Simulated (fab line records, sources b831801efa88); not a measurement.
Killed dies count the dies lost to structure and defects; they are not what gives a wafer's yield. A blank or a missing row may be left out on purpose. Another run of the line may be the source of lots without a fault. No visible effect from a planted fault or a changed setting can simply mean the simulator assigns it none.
Comparing a struck lot with a sound one || flow sky130 || 15 out of 708 route steps
Sound: these wafers, L435.1, L435.5, L435.6. Struck: wafers L441.1, L441.2, L441.4. At the end, the cause is stated.
Each step with rows lists, per side, the tool, then ch with its chambers, then its first start. Under that, the readings that differ: sound wafers || struck wafers || difference of the means || sigmas: that difference in standard deviations of wafers without a fault.
alike: words and numbers the same on both sides, and readings whose means are apart by under 2 such deviations; not compared: readings that were withheld, readings missing a value for some wafer, numbers with overlapping values and no deviation given by the record, and bounds like >300 which may hide the same value.
The two part at a step that has a row with sigmas, a row that says differs or no value, or rows on one side only. When numbers do not overlap yet have no deviation, they are printed without sigmas and do not part them. A reading that every wafer of one side lacks parts them only if that side has two wafers or more.

first, 5 steps without rows for these wafers: SKY_LI_CONTACT_COAT_07 (resist thk 450 nm); SKY_LI_CONTACT_SOFTBAKE_08 (time 90 s); SKY_LI_CONTACT_EXPOSE_09 (exposes mask LICM1, target cd 170 nm); SKY_LI_CONTACT_PEB_10; SKY_LI_CONTACT_DEVELOP_11 (develop time 60 s).
SKY_LI_CONTACT_CD_MEAS_12: the cd target is 170 nm.
  sound on cd sem-01, day 31 04:04; struck on cd sem-02, day 32 13:48
  alike: cd nm
SKY_LI_CONTACT_OVL_MEAS_13:
  sound on overlay-01, day 31 04:11; struck on overlay-02, day 32 13:55
  alike: LI_CONTACT_OVL
SKY_LI_CONTACT_ETCH_14: etches BARC in N2/H2, stops on SiO2, time 45.9 s, target depth 60 nm.
  sound on rie diel-03 ch 0,3, day 31 04:14; struck on rie diel-03 ch 0,1,2, day 32 13:58
  alike: chamber pressure mTorr, drypump motor current A, n2 flow sccm, oes product au, throttle valve pct
  not compared: rf hours counter h
SKY_LI_CONTACT_ETCH_15: etches PSG in C4F8/O2/Ar, stops on Si, target depth 600 nm.
  sound on rie diel-03 ch 0,3, day 31 04:16; struck on rie diel-03 ch 0,1,2, day 32 14:00
  alike: chamber pressure mTorr, oes product au
SKY_LI_CONTACT_STRIP_16: strips in O2/N2.
  sound on plasma asher-04 ch 0,1, day 31 04:21; struck on plasma asher-01 ch 0,1, day 32 14:05
  alike: chamber pressure mTorr, drypump motor current A, n2 flow sccm, oes product au, strip time to endpoint s
  not compared: rf hours counter h
then, 2 steps without rows for these wafers: SKY_LI_CONTACT_CLEAN_17 (cleans in NMP, time 600 s); SKY_LI_CONTACT_PRE_CLEAN_18 (time 5.6 s).
SKY_LI_CONTACT_SPUTTER_19: material Ti, target thk 20 nm, time 106.37 s.
  sound on pvd sputter-04, day 31 04:39; struck on pvd sputter-02, day 32 14:23
{"reading": "model.Ti_of_LI_CONTACT_SPUTTER_19.thk nm (nm)", "sound": "19.72 20.07 19.55", "struck": "15.1 15.6 15.38", "difference": -4.4, "sigmas": ""}
  alike: cathode dc power W, throttle valve pct
SKY_LI_CONTACT_SPUTTER_20: material TiN, target thk 20 nm, time 80 s.
  sound on pvd sputter-04, day 31 04:44; struck on pvd sputter-02, day 32 14:27
  alike: cathode dc power W, throttle valve pct
-- a jump in the record: the struck wafers' starts before and after are 16 days apart (it breaks off in module LI_CONTACT and resumes in module PAD_OPEN, where the first step shown is number 708 of the route) --
SKY_PAD_OPEN_PROBE_99:
  sound on prober-02, day 47 08:10; struck on prober-02, day 48 06:13
{"reading": "killed_at_M4_up", "sound": "0 1 1", "struck": "7 3 3", "difference": "+4", "sigmas": "+2"}
{"reading": "model.etest.licon ndiff.rc ohm", "sound": "183.6 173.3 183.6", "struck": "201.4 200.8 202.3", "difference": "+21.3", "sigmas": ""}
{"reading": "model.etest.licon poly.rc ohm", "sound": "152.9 154.4 154.3", "struck": "162.9 163.3 157", "difference": "+7.2", "sigmas": ""}
  alike: killed_at_M0_to_M3, killed at contacts, killed at front end, killed at other, killed dies, killed open, killed short

WHERE THEY PART
Only at SKY_PAD_OPEN_PROBE_99, as far as this record shows.

WHY: whatever the simulator had introduced
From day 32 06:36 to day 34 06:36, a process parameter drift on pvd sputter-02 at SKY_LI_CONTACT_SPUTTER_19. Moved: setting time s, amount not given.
